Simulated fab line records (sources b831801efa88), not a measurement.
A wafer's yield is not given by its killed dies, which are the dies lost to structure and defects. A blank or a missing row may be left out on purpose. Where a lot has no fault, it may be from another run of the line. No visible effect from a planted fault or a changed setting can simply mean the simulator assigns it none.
Chamber matching / flow gf180mcu / GF_V5_CMP_04 on cmp-02: 4 sister chambers
The step polishes SiO2. 18 wafers are shown with their chamber, then 9 later ones without.

== WAFERS WITH THEIR CHAMBER ==
wafer=L375.4; chamber=0; motor-current-A (A)=10.4
wafer=L375.5; chamber=0; motor-current-A (A)=10.5
wafer=L375.6; chamber=1; motor-current-A (A)=11.7
wafer=L377.1; chamber=0; motor-current-A (A)=10.3
wafer=L377.2; chamber=2; motor-current-A (A)=11.3
wafer=L377.6; chamber=2; motor-current-A (A)=10.8
wafer=L378.1; chamber=3; motor-current-A (A)=11.6
wafer=L378.3; chamber=2; motor-current-A (A)=11.3
wafer=L378.5; chamber=1; motor-current-A (A)=11.7
wafer=L379.1; chamber=3; motor-current-A (A)=10.9
wafer=L379.3; chamber=1; motor-current-A (A)=11.9
wafer=L379.6; chamber=2; motor-current-A (A)=10.9
wafer=L382.3; chamber=3; motor-current-A (A)=11.2
wafer=L382.5; chamber=2; motor-current-A (A)=10.5
wafer=L382.6; chamber=1; motor-current-A (A)=11.5
wafer=L384.1; chamber=2; motor-current-A (A)=10.9
wafer=L384.3; chamber=1; motor-current-A (A)=11.4
wafer=L384.4; chamber=3; motor-current-A (A)=11.3

SIGNATURES (means of the wafers above)
reading=motor-current-A; chamber 0=10.400; chamber 1=11.640; chamber 2=10.950; chamber 3=11.250; scatter within a chamber=0.253
Rule: for each reading, subtract the chamber's mean from the wafer's reading, divide by that reading's scatter and square the result; add these up over the readings and take the root, which gives the wafer's distance from the chamber. The wafer belongs to the nearest chamber; if the next one is less than 2 further off, it can't be placed. The scatter: take each reading less its chamber's mean, square it, sum over the shown wafers, divide by the number of wafers less the number of chambers, and take the root.

== WAFERS WITHOUT THEIR CHAMBER ==
wafer=L385.1; motor-current-A (A)=11.9
wafer=L385.3; motor-current-A (A)=12.0
wafer=L385.6; motor-current-A (A)=11.8
wafer=L386.4; motor-current-A (A)=11.6
wafer=L386.5; motor-current-A (A)=12.2
wafer=L386.6; motor-current-A (A)=10.3
wafer=L387.1; motor-current-A (A)=11.4
wafer=L387.2; motor-current-A (A)=10.7
wafer=L387.4; motor-current-A (A)=11.0

== THE CHAMBER EACH PASSED THROUGH ==
wafer=L385.1; from the rows above=can't be placed: 1 or 3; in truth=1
wafer=L385.3; from the rows above=can't be placed: 1 or 3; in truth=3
wafer=L385.6; from the rows above=can't be placed: 1 or 3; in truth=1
wafer=L386.4; from the rows above=can't be placed: 1 or 3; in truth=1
wafer=L386.5; from the rows above=can't be placed: 1 or 3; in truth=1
wafer=L386.6; from the rows above=0; in truth=0
wafer=L387.1; from the rows above=can't be placed: 3 or 1 or 2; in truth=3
wafer=L387.2; from the rows above=can't be placed: 2 or 0 or 3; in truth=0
wafer=L387.4; from the rows above=can't be placed: 2 or 3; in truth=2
Placed correctly: 1 of 9. From these rows, 8 cannot be placed; in 8 the true chamber is one of the candidates. Placed wrongly: 0.
